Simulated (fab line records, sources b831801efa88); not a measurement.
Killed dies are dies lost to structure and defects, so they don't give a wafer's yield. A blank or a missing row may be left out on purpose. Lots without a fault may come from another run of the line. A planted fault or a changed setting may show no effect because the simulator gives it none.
One fault seen from 2 desks | flow sky130 | each desk has only its own numbers; what lay behind them comes last

THE TOOL OWNER'S DESK: cmp-01
The tool's own readings at SKY_LI_CONTACT_CMP_02 (polishes PSG): means of the sampled wafers that have a number, for each lot that ran on this tool. A lot is out of limits, marked OUT, if its mean lies more than 4 standard deviations from the usual mean; the brackets give that distance.
Columns: A = motor_current_A at SKY_LI_CONTACT_CMP_02, usual 11.7 A; B = time_to_endpoint_s at SKY_LI_CONTACT_CMP_02, usual 30.9 s
lot  | first seen here | A    | B
L698 | day 28 05:57    | 12.0 | 30.4
L699 | day 28 20:42    | 10.7 | 31.6
L702 | day 29 12:13    | 11.7 | 29.2
L701 | day 29 13:04    | 11.1 | 27.3
L705 | day 30 16:17    | 11.1 | 25.4
L714 | day 33 17:55    | 11.2 | 29.9
L719 | day 34 19:22    | 11.0 | 33.2
L720 | day 35 02:22    | 12.5 | 29.2
This desk's finding: nothing out of limits on any of the 8 lots.

THE METROLOGY DESK
What the gauges read, lot by lot, whatever tool the lot ran on: means of the sampled wafers that have a number. A lot is out of limits, marked OUT, if its mean lies more than 4 standard deviations from the usual mean; the brackets give that distance.
Columns: A = LI_CONTACT_OVL at SKY_LI_CONTACT_OVL_MEAS_13, usual -2 nm; B = LI_CONTACT_W_THK at SKY_LI_CONTACT_THK_MEAS_23, usual 403 nm
lot  | first seen here | A  | B
L698 | day 29 09:42    | 5  | 397
L699 | day 30 01:10    | -2 | 408
L702 | day 30 16:21    | 1  | 404
L701 | day 30 17:10    | -6 | 400
L700 | day 30 18:24    | -4 | 408
L703 | day 30 22:16    | -7 | 405
L705 | day 31 20:12    | -3 | 403
L714 | day 34 20:29    | -9 | 405
L715 | day 35 00:25    | 1  | 395
L717 | day 35 12:02    | 0  | 406
L719 | day 35 21:41    | -8 | 417
L720 | day 36 04:52    | -3 | 409
This desk's finding: nothing out of limits on any of the 12 lots.

PUT TOGETHER
The tool owner's desk saw nothing out of limits.
The metrology desk saw nothing out of limits.

WHAT THE SIMULATOR HAD PUT IN
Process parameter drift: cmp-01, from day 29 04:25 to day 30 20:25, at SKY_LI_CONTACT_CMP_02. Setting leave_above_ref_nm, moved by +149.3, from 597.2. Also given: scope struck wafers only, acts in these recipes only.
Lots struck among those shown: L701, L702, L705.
